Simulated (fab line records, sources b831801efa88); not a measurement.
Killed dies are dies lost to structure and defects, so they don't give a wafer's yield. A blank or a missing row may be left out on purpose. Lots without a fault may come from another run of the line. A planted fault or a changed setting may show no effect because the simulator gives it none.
fab line records | flow gf180mcu
record lots=5 wafers=15 last_day=35
route steps=602 shown M4@472 V4@476 MIM@503
lots that met no fault: from a run of the same line without faults
start_h: hours from the record's first day to the start of the lot's first wafer shown | wait_h: hours since the lot's step before | " the same as in the row above | L1.1+2: a row that stands for several wafers | - no value, or no start given | * or withheld: withheld | < > ~ a bound
route shown NAME@n: a module of which the file shows steps, and the number in the route of the first | usual: mean/standard deviation of fault-free wafers | same: alike in all rows | chamber/n: place in a boat | sites: the reading at each site | _std_site: their standard deviation | _edge_site: outer sites' mean less inner sites' | radius_mm: how far each site lies from the wafer's centre | mask NAME#n: copy n | behind: the tool/chamber that last shaped the wafer | hold: why the lot was held/for how many hours/how that ended | device: the transistor (n, p or np) that didn't switch | end of line: the same wafers' tests at the end of the route | a step without rows: its recipe alone | killed: dies lost to structure and defects at the first sort, not the wafer's yield | map: a wafer's dies, x killed, . not, _ none there
set.NAME: the setting as run; set.NAME@STEP: as run at that earlier step | model.NAME: the simulator's own value behind a step, which no gauge read
lots at some steps of the route; a table a step, a row a wafer
services: from which hour (start_h, from the record's first day; less than 0 if before it) a tool's chamber was out of use, for how many hours, and why
## steps
# step GF_M4_METAL_ETCH_16
# recipe chemistry=Cl2/BCl3 mask_material=KrF target_depth_nm=627.5 stop_on=SiO2 pressure_mtorr=8 icp_w=800 bias_w=140 Cl2_flow_sccm=80 bcl3_flow_sccm=40 time_s=104.6
# usual bias_w=139.9/0.49 drypump_motor_current_A=5.6/0.53 oes_product_au=0.971/0.0065 throttle_valve_pct=28.252/0.011
# columns lot.wafer tool chamber start_h wait_h bias_w drypump_motor_current_A oes_product_au rf_hours_counter_h throttle_valve_pct
L074.2 rie_metal-03 1 548.36 0.0 140.7 4.8 0.965 6 28.252
L074.3 " 0 " " 139.5 6.0 0.971 - 28.244
L074.6 " 1 " " 140.1 4.8 0.973 - 28.243
L076.2 rie_metal-04 1 559.73 0.0 140.6 5.2 0.975 8 28.234
L076.5 " 0 " " 140.4 6.2 0.972 - 28.228
L076.6 " 1 " " 140.6 5.2 0.980 - 28.250
L079.3 rie_metal-01 1 602.41 0.1 140.4 5.4 0.975 - 28.228
L079.4 " 1 " " 140.2 5.4 0.973 - 28.251
L079.5 " 1 " " 140.3 5.4 0.975 - 28.256
L095.1 rie_metal-04 1 711.18 0.0 139.4 5.2 0.958 12 28.250
L095.4 " 1 " " 139.3 5.2 0.968 - 28.250
L095.5 " 1 " " 139.8 5.2 0.969 - 28.246
L097.1 rie_metal-04 0 729.83 0.0 139.4 6.3 0.967 6 28.234
L097.3 " 0 " " 139.8 6.3 0.976 - 28.238
L097.6 " 0 " " 139.9 6.3 0.973 - 28.242
# step GF_M4_STRIP_17
# recipe chemistry=O2/N2 power_w=1400 pressure_mtorr=1500 platen_temp_c=250 o2_flow_sccm=3000 n2_flow_sccm=300 overash_fraction=0.5
# usual drypump_motor_current_A=5.8/0.57 heater_power_w=325/45 oes_product_au=0.558/0.0048 strip_time_to_endpoint_s=7.88/0.051
# columns lot.wafer tool chamber start_h wait_h drypump_motor_current_A heater_power_w oes_product_au rf_hours_counter_h strip_time_to_endpoint_s
L074.2 plasma_asher-02 0 548.48 0.1 5.7 426 0.561 98 7.89
L074.3 " 1 " " 6.2 305 0.565 - 7.90
L074.6 " 1 " " 6.2 300 0.562 - 7.93
L076.2 plasma_asher-04 0 559.85 0.1 4.9 384 0.554 76 7.78
L076.5 " 0 " " 4.9 388 0.562 - 7.86
L076.6 " 1 " " 6.0 312 0.554 - 7.79
L079.3 plasma_asher-04 1 602.59 0.1 5.9 306 0.564 - 7.94
L079.4 " 0 " " 4.9 394 0.552 - 7.91
L079.5 " 1 " " 5.9 311 0.561 - 7.90
L095.1 plasma_asher-04 0 711.29 0.1 4.9 381 0.557 91 7.81
L095.4 " 0 " " 4.9 384 0.555 - 7.84
L095.5 " 1 " " 5.9 307 0.557 - 7.85
L097.1 plasma_asher-04 0 729.94 0.1 4.9 375 0.558 92 7.83
L097.3 " 1 " " 6.0 309 0.554 - 7.82
L097.6 " 0 " " 4.9 397 0.556 - 7.86
# step GF_M4_STRIP_18
# recipe chemistry=post_etch_residue_remover time_s=1200 temp_c=72.5
# columns lot.wafer tool chamber start_h wait_h
L074.2+3+6 wet_bench-04 0 548.58 0.1
L076.2+5+6 wet_bench-04 3 559.95 0.1
L079.3+4+5 wet_bench-01 1 602.66 0.0
L095.1+4+5 wet_bench-01 3 711.39 0.1
L097.1+3+6 wet_bench-03 2 730.04 0.1
# step GF_M4_CLEAN_19
# recipe chemistry=DIW dry=n2_spin
# columns lot.wafer tool chamber start_h wait_h
L074.2+3+6 wet_bench-03 2 548.92 0.0
L076.2+5+6 wet_bench-01 1 560.29 0.0
L079.3+4+5 wet_bench-03 3 603.03 0.0
L095.1+4+5 wet_bench-03 1 711.77 0.0
L097.1+3+6 wet_bench-04 0 730.42 0.0
# step GF_V4_CVD_00
# recipe material=SiO2 target_thk_nm=600 sigma_open_frac=0.3 temp_c=400 time_s=100 sih4_flow_sccm=60 pressure_mtorr=6
# columns lot.wafer tool chamber start_h wait_h
L074.2+3+6 hdpcvd-01 2,1,1 554.58 5.6
L076.2+5+6 hdpcvd-01 1,1,0 560.38 0.0
L079.3+4+5 hdpcvd-02 2,1,0 603.12 0.0
L095.1+4+5 hdpcvd-01 2,0,2 711.87 0.0
L097.1+3+6 hdpcvd-02 0,2,2 730.52 0.0
# step GF_V4_THK_MEAS_01
# recipe reads=SiO2_of_V4_CVD_00
# usual V4_CVD_00_THK=603/7.3
# columns lot.wafer tool chamber start_h wait_h V4_CVD_00_THK[nm]
L074.2 film_metro-02 - 554.76 0.1 600
L074.3 " - " " 598
L074.6 " - " " 596
L076.2 film_metro-02 - 560.46 0.0 601
L076.5 " - " " 598
L076.6 " - " " 606
L079.3 film_metro-01 - 603.22 0.1 601
L079.4 " - " " 606
L079.5 " - " " 599
L095.1 film_metro-03 - 711.94 0.0 603
L095.4 " - " " 607
L095.5 " - " " 607
L097.1 film_metro-01 - 730.59 0.0 592
L097.3 " - " " 606
L097.6 " - " " 603
# step GF_V4_CVD_02
# recipe material=SiO2 target_thk_nm=850 precursor=TEOS temp_c=400 time_s=94.851 rf_w=600
# usual heater_power_w=636/93
# columns lot.wafer tool chamber start_h wait_h heater_power_w
L074.2 pecvd-03 1 554.81 0.0 726
L074.3 " 2 " " 703
L074.6 " 2 " " 562
L076.2 pecvd-04 1 560.51 0.0 578
L076.5 " 2 " " 734
L076.6 " 1 " " 469
L079.3 pecvd-03 0 603.29 0.1 573
L079.4 " 1 " " 806
L079.5 " 1 " " 639
L095.1 pecvd-02 0 712.00 0.1 513
L095.4 " 1 " " 673
L095.5 " 0 " " 561
L097.1 pecvd-04 1 730.65 0.1 538
L097.3 " 0 " " 647
L097.6 " 0 " " 682
# step GF_V4_THK_MEAS_03
# recipe reads=SiO2_of_V4_CVD_02
# usual V4_CVD_02_THK=852/11
# columns lot.wafer tool chamber start_h wait_h V4_CVD_02_THK[nm]
L074.2 film_metro-01 - 554.93 0.1 849
L074.3 " - " " 857
L074.6 " - " " 870
L076.2 film_metro-03 - 560.59 0.0 842
L076.5 " - " " 865
L076.6 " - " " 850
L079.3 film_metro-01 - 603.38 0.1 861
L079.4 " - " " 853
L079.5 " - " " 860
L095.1 film_metro-03 - 712.07 0.0 842
L095.4 " - " " 831
L095.5 " - " " 858
L097.1 film_metro-03 - 730.72 0.0 848
L097.3 " - " " 864
L097.6 " - " " 875
# step GF_V4_CMP_04
# recipe material=SiO2 down_force_psi=4 platen_rpm=60 pad_velocity_m_s=0.94248
# usual motor_current_A=11.8/1.5 time_to_endpoint_s=81/5.3
# columns lot.wafer tool chamber start_h wait_h motor_current_A time_to_endpoint_s
L074.3 cmp-02 3 555.61 0.7 11.7 83
L074.2 " 0 " " 12.1 78
L074.6 " 2 " " 15.4 85
L076.2 cmp-02 2 560.79 0.2 14.9 77
L076.5 " 3 " " 10.7 86
L076.6 " 0 " " 11.3 80
L079.3 cmp-01 1 603.42 0.0 11.1 82
L079.4 " 3 " " 13.8 80
L079.5 " 1 " " 11.0 84
L095.4 cmp-01 0 712.13 0.0 11.4 76
L095.1 " 2 " " 10.2 76
L095.5 " 0 " " 11.3 89
L097.1 cmp-01 0 730.78 0.1 11.0 89
L097.3 " 3 " " 14.7 88
L097.6 " 1 " " 10.7 92
# step GF_V4_BOW_MEAS_05
# recipe mode=bow
# usual V4_BOW=138/11
# columns lot.wafer tool chamber start_h wait_h V4_BOW[um]
L074.2 film_metro-03 - 555.83 0.1 134
L074.3 " - " " 152
L074.6 " - " " 148
L076.2 film_metro-01 - 560.96 0.1 123
L076.5 " - " " 132
L076.6 " - " " 122
L079.3 film_metro-02 - 603.76 0.3 143
L079.4 " - " " 135
L079.5 " - " " 130
L095.1 film_metro-02 - 712.43 0.1 142
L095.4 " - " " 138
L095.5 " - " " 145
L097.1 film_metro-02 - 731.08 0.2 110
L097.3 " - " " 118
L097.6 " - " " 128
# step GF_V4_DEHYDRATE_06
# recipe temp_c=200 time_s=60
# usual plate_temp_C=199.99/0.17
# columns lot.wafer tool chamber start_h wait_h plate_temp_C
L074.2 litho_track-01 0 565.03 9.2 200.03
L074.3 " 0 " " 199.61
L074.6 " 0 " " 199.95
L076.2 litho_track-02 0 572.30 11.3 199.84
L076.5 " 0 " " 199.86
L076.6 " 0 " " 199.91
L079.3 litho_track-01 0 612.80 9.0 199.90
L079.4 " 0 " " 200.09
L079.5 " 0 " " 200.39
L095.1 litho_track-01 0 720.55 8.1 199.99
L095.4 " 0 " " 199.97
L095.5 " 0 " " 199.87
L097.1 litho_track-01 0 738.85 7.8 199.87
L097.3 " 0 " " 199.84
L097.6 " 0 " " 199.68
# step GF_V4_HMDS_07
# recipe prime_time_s=60 prime_temp_c=120
# columns lot.wafer tool chamber start_h wait_h
L074.2+3+6 litho_track-01 0 565.18 0.1
L076.2+5+6 litho_track-02 0 572.45 0.1
L079.3+4+5 litho_track-01 0 612.95 0.1
L095.1+4+5 litho_track-01 0 720.70 0.1
L097.1+3+6 litho_track-01 0 739.00 0.1
# step GF_V4_COAT_08
# recipe resist=BARC temp_c=withheld time_s=withheld spin_rpm=withheld resist_thk_nm=withheld
# columns lot.wafer tool chamber start_h wait_h
L074.2+3+6 litho_track-01 0 565.33 0.1
L076.2+5+6 litho_track-02 0 572.60 0.1
L079.3+4+5 litho_track-01 0 613.10 0.1
L095.1+4+5 litho_track-01 0 720.85 0.1
L097.1+3+6 litho_track-01 0 739.15 0.1
# step GF_V4_COAT_09
# recipe resist=KrF spin_rpm=withheld resist_thk_nm=1000
# columns lot.wafer tool chamber start_h wait_h
L074.2+3+6 litho_track-01 0 - -
L076.2+5+6 litho_track-02 0 - -
L079.3+4+5 litho_track-01 0 - -
L095.1+4+5 litho_track-01 0 - -
L097.1+3+6 litho_track-01 0 - -
# step GF_V4_SOFTBAKE_10
# recipe temp_c=130 time_s=61.28 resist=KrF
# usual plate_sensor_t_centre_C=131.01/0.0098 plate_sensor_t_edge_C=131.21/0.01
# columns lot.wafer tool chamber start_h wait_h plate_sensor_t_centre_C plate_sensor_t_edge_C
L074.2 litho_track-01 0 - - 131.02 131.18
L074.3 " 0 " " 131 131.21
L074.6 " 0 " " 131.01 131.21
L076.2 litho_track-02 0 - - 131 131.2
L076.5 " 0 " " 131.01 131.22
L076.6 " 0 " " 131 131.21
L079.3 litho_track-01 0 - - 131.01 131.21
L079.4 " 0 " " 131.01 131.21
L079.5 " 0 " " 131.02 131.21
L095.1 litho_track-01 0 - - 131.02 131.21
L095.4 " 0 " " 131.03 131.2
L095.5 " 0 " " 131.02 131.22
L097.1 litho_track-01 0 - - 131.02 131.22
L097.3 " 0 " " 131 131.2
L097.6 " 0 " " 131.02 131.21
# step GF_V4_EXPOSE_11
# recipe mask_id=Via4 target_cd_nm=260 na=0.68 source_shape=conventional sigma_outer=0.6 dose_mj=38
# columns lot.wafer tool chamber start_h wait_h mask
L074.2+3+6 krf_scanner-02 0 - - Via4#0
L076.2+5+6 krf_scanner-01 0 - - Via4#0
L079.3+4+5 krf_scanner-02 0 - - Via4#0
L095.1+4+5 krf_scanner-02 0 - - Via4#0
L097.1+3+6 krf_scanner-01 0 - - Via4#0
# step GF_V4_PEB_12
# recipe peb_temp_c=135 peb_time_s=90 resist=KrF
# usual plate_temp_C=135.03/0.14
# columns lot.wafer tool chamber start_h wait_h plate_temp_C
L074.2 litho_track-03 0 - - 135.10
L074.3 " 0 " " 135.00
L074.6 " 0 " " 135.03
L076.2 litho_track-01 0 - - 135.07
L076.5 " 0 " " 135.20
L076.6 " 0 " " 135.12
L079.3 litho_track-03 0 - - 135.00
L079.4 " 0 " " 134.81
L079.5 " 0 " " 135.05
L095.1 litho_track-02 0 - - 135.14
L095.4 " 0 " " 135.04
L095.5 " 0 " " 135.10
L097.1 litho_track-01 0 - - 135.09
L097.3 " 0 " " 135.21
L097.6 " 0 " " 135.03
# step GF_V4_DEVELOP_13
# recipe develop_time_s=60 resist=KrF dev_temp_c=21
# columns lot.wafer tool chamber start_h wait_h
L074.2+3+6 litho_track-03 0 577.72 0.2
L076.2+5+6 litho_track-01 0 583.43 0.2
L079.3+4+5 litho_track-03 0 624.64 0.1
L095.1+4+5 litho_track-02 0 731.08 0.2
L097.1+3+6 litho_track-01 0 748.90 0.2
# step GF_V4_CD_MEAS_14
# recipe target_cd_nm=260
# usual cd_nm=259.9/1.1
# columns lot.wafer tool chamber start_h wait_h cd_nm
L074.2 cd_sem-02 - 577.86 0.1 259.3
L074.3 " - " " 259.4
L074.6 " - " " 259.9
L076.2 cd_sem-02 - 583.57 0.1 260.7
L076.5 " - " " 259.0
L076.6 " - " " 260.7
L079.3 cd_sem-01 - 624.78 0.1 259.7
L079.4 " - " " 259.6
L079.5 " - " " 260.2
L095.1 cd_sem-01 - 731.23 0.1 262.1
L095.4 " - " " 262.9
L095.5 " - " " 261.0
L097.1 cd_sem-01 - 749.05 0.1 259.9
L097.3 " - " " 259.4
L097.6 " - " " 259.3
# step GF_V4_OVL_MEAS_15
# usual V4_OVL=0/5.4
# columns lot.wafer tool chamber start_h wait_h V4_OVL[nm]
L074.2 overlay-01 - 577.97 0.1 4
L074.3 " - " " 5
L074.6 " - " " 5
L076.2 overlay-02 - 583.68 0.1 -9
L076.5 " - " " -7
L076.6 " - " " -1
L079.3 overlay-02 - 624.87 0.1 -7
L079.4 " - " " 0
L079.5 " - " " -1
L095.1 overlay-02 - 731.35 0.1 -4
L095.4 " - " " -3
L095.5 " - " " 3
L097.1 overlay-01 - 749.17 0.1 3
L097.3 " - " " 4
L097.6 " - " " 6
# step GF_V4_ETCH_16
# recipe chemistry=N2/H2 target_depth_a=withheld overetch_a=withheld time_s=withheld target=BARC ion_energy_ev=200 source_w=500 bias_w=100 pressure_mtorr=30 n2_flow_sccm=100 h2_flow_sccm=200
# usual bias_w=100.0/0.31 drypump_motor_current_A=5.7/0.45 oes_product_au=0.854/0.0049 throttle_valve_pct=13.224/0.0081
# columns lot.wafer tool chamber start_h wait_h bias_w drypump_motor_current_A oes_product_au throttle_valve_pct
L074.2 rie_diel-01 1 578.00 0.0 99.6 5.9 0.857 13.221
L074.3 " 2 " " 100.1 5.7 0.857 13.223
L074.6 " 0 " " 100.3 5.5 0.861 13.235
L076.2 rie_diel-04 0 583.71 0.0 99.5 4.8 0.853 13.209
L076.5 " 1 " " 99.9 6.4 0.858 13.221
L076.6 " 0 " " 100.2 4.8 0.856 13.212
L079.3 rie_diel-04 3 624.90 0.0 100.3 5.6 0.856 13.218
L079.4 " 1 " " 100.2 6.4 0.848 13.225
L079.5 " 0 " " 99.7 4.8 0.854 13.235
L095.1 rie_diel-04 0 731.38 0.0 100.4 4.8 0.852 13.220
L095.4 " 2 " " 99.5 6.2 0.849 13.219
L095.5 " 1 " " 99.6 6.4 0.855 13.227
L097.1 rie_diel-01 0 749.21 0.0 100.2 5.5 0.855 13.230
L097.3 " 3 " " 100.1 5.9 0.856 13.225
L097.6 " 1 " " 99.9 5.9 0.862 13.213
# step GF_V4_ETCH_17
# recipe chemistry=C4F8/O2/Ar mask_material=KrF target=SiO2 stop_on=TiN source_w=1500 bias_w=1200 pressure_mtorr=40 c4f8_flow_sccm=withheld O2_flow_sccm=6 Ar_flow_sccm=300 time_s=withheld target_depth_a=6300
# usual bias_w=1201/3.9 oes_product_au=0.856/0.0046
# columns lot.wafer tool chamber start_h wait_h bias_w oes_product_au
L074.2 rie_diel-01 1 - - 1202 0.852
L074.3 " 2 " " 1200 0.860
L074.6 " 0 " " 1198 0.856
L076.2 rie_diel-04 0 - - 1200 0.853
L076.5 " 1 " " 1208 0.858
L076.6 " 0 " " 1197 0.852
L079.3 rie_diel-04 3 - - 1206 0.856
L079.4 " 1 " " 1204 0.857
L079.5 " 0 " " 1202 0.865
L095.1 rie_diel-04 0 - - 1203 0.855
L095.4 " 2 " " 1202 0.859
L095.5 " 1 " " 1204 0.854
L097.1 rie_diel-01 0 - - 1203 0.860
L097.3 " 3 " " 1198 0.850
L097.6 " 1 " " 1206 0.856
# step GF_V4_STRIP_18
# recipe chemistry=O2/N2 power_w=1400 pressure_mtorr=1500 platen_temp_c=250 o2_flow_sccm=3000 n2_flow_sccm=300 overash_fraction=0.5
# usual drypump_motor_current_A=5.8/0.46 heater_power_w=325/40 oes_product_au=0.594/0.0045
# columns lot.wafer tool chamber start_h wait_h drypump_motor_current_A heater_power_w oes_product_au rf_hours_counter_h
L074.2 plasma_asher-03 1 578.13 - 6.6 289 0.598 11
L074.3 " 1 " " 6.6 283 0.588 -
L074.6 " 1 " " 6.6 283 0.599 -
L076.2 plasma_asher-03 0 583.84 - 5.8 322 0.600 12
L076.5 " 1 " " 6.6 285 0.593 -
L076.6 " 0 " " 5.8 323 0.598 -
L079.3 plasma_asher-01 0 625.06 - 5.2 314 0.596 -
L079.4 " 1 " " 5.7 342 0.592 -
L079.5 " 1 " " 5.7 341 0.597 -
L095.1 plasma_asher-01 0 731.51 - 5.2 316 0.595 67
L095.4 " 1 " " 5.7 345 0.603 -
L095.5 " 0 " " 5.2 318 0.601 -
L097.1 plasma_asher-01 0 749.33 - 5.2 321 0.590 70
L097.3 " 0 " " 5.2 326 0.597 -
L097.6 " 1 " " 5.7 333 0.591 -
# step GF_V4_STRIP_19
# recipe chemistry=post_etch_residue_remover time_s=1200 temp_c=72.5
# columns lot.wafer tool chamber start_h wait_h
L074.2+3+6 wet_bench-04 0 578.23 0.1
L076.2+5+6 wet_bench-04 3 583.94 0.1
L079.3+4+5 wet_bench-03 2 625.13 0.0
L095.1+4+5 wet_bench-04 1 731.61 0.1
L097.1+3+6 wet_bench-02 0 749.43 0.1
# step GF_V4_CLEAN_20
# recipe chemistry=DIW dry=n2_spin
# columns lot.wafer tool chamber start_h wait_h
L074.2+3+6 wet_bench-02 1 578.60 0.0
L076.2+5+6 wet_bench-03 1 584.28 0.0
L079.3+4+5 wet_bench-04 1 625.47 0.0
L095.1+4+5 wet_bench-03 2 731.98 0.0
L097.1+3+6 wet_bench-03 3 749.78 0.0
# step GF_V4_SPUTTER_21
# recipe material=Ti target_thk_nm=15 chamber_pressure_pa=5 power_w=2500 substrate_temp_c=200 time_s=80.02
# usual throttle_valve_pct=30.0/1.1
# columns lot.wafer tool chamber start_h wait_h throttle_valve_pct
L074.2 pvd_sputter-03 - 578.69 0.0 30.6
L074.3 " - " " 31.1
L074.6 " - " " 31.0
L076.2 pvd_sputter-02 - 584.37 0.0 29.8
L076.5 " - " " 29.2
L076.6 " - " " 29.6
L079.3 pvd_sputter-02 - 625.56 0.0 30.1
L079.4 " - " " 28.9
L079.5 " - " " 30.7
L095.1 pvd_sputter-02 - 732.08 0.0 30.7
L095.4 " - " " 29.7
L095.5 " - " " 30.9
L097.1 pvd_sputter-03 - 749.88 0.0 30.6
L097.3 " - " " 31.0
L097.6 " - " " 30.8
# step GF_V4_SPUTTER_22
# recipe material=TiN target_thk_nm=10 chamber_pressure_pa=5 power_w=4000 time_s=40
# usual throttle_valve_pct=30.0/1.1
# columns lot.wafer tool chamber start_h wait_h throttle_valve_pct
L074.2 pvd_sputter-03 - 578.75 0.0 30.6
L074.3 " - " " 30.7
L074.6 " - " " 31.0
L076.2 pvd_sputter-02 - 584.43 0.0 30.0
L076.5 " - " " 29.2
L076.6 " - " " 29.6
L079.3 pvd_sputter-02 - 625.62 0.0 30.0
L079.4 " - " " 28.9
L079.5 " - " " 30.6
L095.1 pvd_sputter-02 - 732.14 0.0 30.8
L095.4 " - " " 29.8
L095.5 " - " " 30.9
L097.1 pvd_sputter-03 - 749.94 0.0 30.7
L097.3 " - " " 30.7
L097.6 " - " " 30.8
# step GF_V4_CVD_23
# recipe material=W target_thk_nm=350 time_s=104.9 temp_c=400 pressure_torr=40
# usual heater_power_w=884/98
# columns lot.wafer tool chamber start_h wait_h heater_power_w
L074.2 cvd_w-01 0 578.79 0.0 950
L074.3 " 1 " " 975
L074.6 " 0 " " 916
L076.2 cvd_w-01 0 584.47 0.0 928
L076.5 " 0 " " 950
L076.6 " 1 " " 1000
L079.3 cvd_w-01 0 625.70 0.1 927
L079.4 " 1 " " 973
L079.5 " 0 " " 924
L095.1 cvd_w-02 1 732.18 0.0 716
L095.4 " 0 " " 857
L095.5 " 0 " " 838
L097.1 cvd_w-02 0 749.98 0.0 858
L097.3 " 0 " " 823
L097.6 " 1 " " 722
# step GF_V4_RS_MEAS_24
# recipe thk_meas_gauge=four-point-probe reads=W_of_V4_CVD_23+TiN_of_V4_SPUTTER_22+Ti_of_V4_SPUTTER_21
# usual V4_W_RS=0.327/0.004
# columns lot.wafer tool chamber start_h wait_h V4_W_RS[ohm/sq]
L074.2 film_metro-02 - 578.92 0.1 0.324
L074.3 " - " " 0.321
L074.6 " - " " 0.319
L076.2 film_metro-01 - 584.60 0.1 0.331
L076.5 " - " " 0.328
L076.6 " - " " 0.330
L079.3 film_metro-02 - 625.81 0.1 0.321
L079.4 " - " " 0.326
L079.5 " - " " 0.325
L095.1 film_metro-03 - 732.30 0.1 0.325
L095.4 " - " " 0.325
L095.5 " - " " 0.328
L097.1 film_metro-02 - 750.09 0.1 0.339
L097.3 " - " " 0.332
L097.6 " - " " 0.332
# step GF_V4_THK_MEAS_25
# recipe thk_meas_gauge=xrf reads=W_of_V4_CVD_23
# usual V4_W_THK=358/4.8
# columns lot.wafer tool chamber start_h wait_h V4_W_THK[nm]
L074.2 film_metro-02 - 579.03 0.1 361
L074.3 " - " " 365
L074.6 " - " " 366
L076.2 film_metro-01 - 584.71 0.1 356
L076.5 " - " " 357
L076.6 " - " " 357
L079.3 film_metro-02 - 625.91 0.1 367
L079.4 " - " " 359
L079.5 " - " " 360
L095.1 film_metro-03 - 732.42 0.1 359
L095.4 " - " " 361
L095.5 " - " " 355
L097.1 film_metro-02 - 750.21 0.1 345
L097.3 " - " " 352
L097.6 " - " " 349
# step GF_V4_CMP_26
# recipe stop_on=SiO2 down_force_psi=3.5 platen_rpm=60 t_overpolish_s=15 target_thk_nm=0 pad_velocity_m_s=0.94248
# usual motor_current_A=11.0/1.5 overpolish_run_s=15.000/0.0096 time_to_endpoint_s=85/3.8
# columns lot.wafer tool chamber start_h wait_h motor_current_A overpolish_run_s time_to_endpoint_s
L074.2 cmp-02 1 580.02 1.0 10.3 15.010 83
L074.3 " 2 " " 13.7 15.002 82
L074.6 " 0 " " 10.5 14.981 82
L076.2 cmp-02 1 584.91 0.2 10.3 15.006 85
L076.6 " 2 " " 13.1 15.008 78
L076.5 " 3 " " 10.6 14.989 80
L079.3 cmp-01 2 626.12 0.2 9.1 15.003 83
L079.4 " 3 " " 13.9 14.999 82
L079.5 " 1 " " 9.6 15.008 84
L095.1 cmp-01 2 732.48 0.1 9.5 14.987 89
L095.4 " 1 " " 10.1 14.996 86
L095.5 " 2 " " 9.2 14.998 93
L097.3 cmp-02 0 750.27 0.0 10.5 14.999 86
L097.1 " 2 " " 13.2 15.011 78
L097.6 " 1 " " 10.8 15.004 89
# step GF_MIM_SPUTTER_00
# recipe material=Ti target_thk_nm=37.5 arriving_ion_energy_ev=80 substrate_temp_c=200 chamber_pressure_pa=2 power_w=4000 time_s=150
# usual throttle_valve_pct=30.0/1.4
# columns lot.wafer tool chamber start_h wait_h throttle_valve_pct
L074.2 pvd_sputter-04 - 580.22 0.1 28.4
L074.3 " - " " 31.0
L074.6 " - " " 30.7
L076.2 pvd_sputter-02 - 585.06 0.1 29.3
L076.5 " - " " 29.1
L076.6 " - " " 30.7
L079.3 pvd_sputter-01 - 626.32 0.1 31.6
L079.4 " - " " 27.5
L079.5 " - " " 29.7
L095.1 pvd_sputter-04 - 732.78 0.2 30.8
L095.4 " - " " 30.9
L095.5 " - " " 30.9
L097.1 pvd_sputter-01 - 750.57 0.1 28.2
L097.3 " - " " 27.8
L097.6 " - " " 31.4
# step GF_MIM_SPUTTER_01
# recipe material=TiN target_thk_nm=30 power_w=6500 time_s=25 chamber_pressure_pa=0.4
# usual throttle_valve_pct=30.0/1.4
# columns lot.wafer tool chamber start_h wait_h throttle_valve_pct
L074.2 pvd_sputter-04 - 580.32 0.1 28.3
L074.3 " - " " 31.4
L074.6 " - " " 31.2
L076.2 pvd_sputter-02 - 585.16 0.1 29.3
L076.5 " - " " 29.2
L076.6 " - " " 30.6
L079.3 pvd_sputter-01 - 626.42 0.1 31.6
L079.4 " - " " 27.7
L079.5 " - " " 29.9
L095.1 pvd_sputter-04 - 732.88 0.1 31.0
L095.4 " - " " 31.2
L095.5 " - " " 31.0
L097.1 pvd_sputter-01 - 750.67 0.1 28.0
L097.3 " - " " 27.6
L097.6 " - " " 31.5
# step GF_MIM_SPUTTER_02
# recipe material=AlCu target_thk_nm=450 power_w=10600 time_s=23.9 chamber_pressure_pa=0.4
# usual throttle_valve_pct=30.0/1.4
# columns lot.wafer tool chamber start_h wait_h throttle_valve_pct
L074.2 pvd_sputter-04 - 580.35 0.0 28.2
L074.3 " - " " 31.0
L074.6 " - " " 30.9
L076.2 pvd_sputter-02 - 585.19 0.0 29.2
L076.5 " - " " 29.0
L076.6 " - " " 30.5
L079.3 pvd_sputter-01 - 626.45 0.0 31.7
L079.4 " - " " 27.4
L079.5 " - " " 29.9
L095.1 pvd_sputter-04 - 732.91 0.0 30.9
L095.4 " - " " 31.3
L095.5 " - " " 30.9
L097.1 pvd_sputter-01 - 750.70 0.0 28.4
L097.3 " - " " 27.3
L097.6 " - " " 31.5
# step GF_MIM_SPUTTER_03
# recipe material=Ti target_thk_nm=10 substrate_temp_c=300 chamber_pressure_pa=0.3 power_w=3000 time_s=6.7
# usual throttle_valve_pct=30.0/1.4
# columns lot.wafer tool chamber start_h wait_h throttle_valve_pct
L074.2 pvd_sputter-04 - 580.38 0.0 28.3
L074.3 " - " " 31.0
L074.6 " - " " 30.9
L076.2 pvd_sputter-02 - 585.22 0.0 29.5
L076.5 " - " " 29.3
L076.6 " - " " 30.6
L079.3 pvd_sputter-01 - 626.48 0.0 31.5
L079.4 " - " " 27.9
L079.5 " - " " 29.8
L095.1 pvd_sputter-04 - 732.94 0.0 31.1
L095.4 " - " " 30.9
L095.5 " - " " 31.2
L097.1 pvd_sputter-01 - 750.73 0.0 28.2
L097.3 " - " " 27.7
L097.6 " - " " 31.6
# step GF_MIM_SPUTTER_04
# recipe material=TiN target_thk_nm=50 power_w=6500 time_s=41.7 chamber_pressure_pa=0.4
# usual throttle_valve_pct=30.0/1.4
# columns lot.wafer tool chamber start_h wait_h throttle_valve_pct
L074.2 pvd_sputter-04 - 580.40 0.0 28.2
L074.3 " - " " 31.1
L074.6 " - " " 31.0
L076.2 pvd_sputter-02 - 585.24 0.0 29.3
L076.5 " - " " 29.4
L076.6 " - " " 30.8
L079.3 pvd_sputter-01 - 626.50 0.0 31.4
L079.4 " - " " 27.6
L079.5 " - " " 29.6
L095.1 pvd_sputter-04 - 732.96 0.0 31.0
L095.4 " - " " 30.9
L095.5 " - " " 31.0
L097.1 pvd_sputter-01 - 750.75 0.0 28.0
L097.3 " - " " 27.6
L097.6 " - " " 31.2
# step GF_MIM_CVD_05
# recipe material=Si3N4 target_thk_nm=42 temp_max_c=400 temp_c=385 time_s=29.086 rf_w=450
# usual heater_power_w=647/94
# columns lot.wafer tool chamber start_h wait_h heater_power_w
L074.2 pecvd-02 2 580.44 0.0 727
L074.3 " 1 " " 753
L074.6 " 0 " " 552
L076.2 pecvd-01 1 585.28 0.0 803
L076.5 " 1 " " 808
L076.6 " 0 " " 698
L079.3 pecvd-01 1 626.54 0.0 819
L079.4 " 1 " " 836
L079.5 " 0 " " 658
L095.1 pecvd-03 2 733.00 0.0 668
L095.4 " 0 " " 471
L095.5 " 2 " " 670
L097.1 pecvd-02 1 750.79 0.0 718
L097.3 " 0 " " 534
L097.6 " 2 " " 647
## services
# columns tool chamber start_h hours kind
cmp-02 - 541.22 1.8 repair
cmp-01 - 548.49 2.0 repair
cmp-02 - 551.82 0.3 repair
cmp-02 - 572.62 4.0 pm
pvd_sputter-01 - 578.48 1.2 repair
rie_diel-04 2 582.72 6.4 repair
cmp-01 - 587.48 1.5 repair
wet_bench-03 - 597.84 1.7 repair
pvd_sputter-04 - 605.96 5.5 repair
cmp-02 - 624.80 3.8 repair
rie_diel-04 3 639.38 2.4 repair
cmp-02 - 640.30 1.3 repair
rie_diel-04 0 648.79 4.3 repair
cmp-02 - 657.46 9.1 repair
pvd_sputter-01 - 662.46 1.7 repair
cmp-02 - 670.06 1.8 repair
cmp-01 - 678.37 1.0 repair
rie_diel-04 3 687.45 4.3 repair
cmp-02 - 689.11 1.7 repair
cmp-02 - 701.99 7.1 pm
cmp-01 - 703.72 0.7 repair
cmp-01 - 726.52 0.7 repair
cmp-01 - 744.00 4.0 pm
cmp-01 - 748.00 3.5 pm
## key
fault none
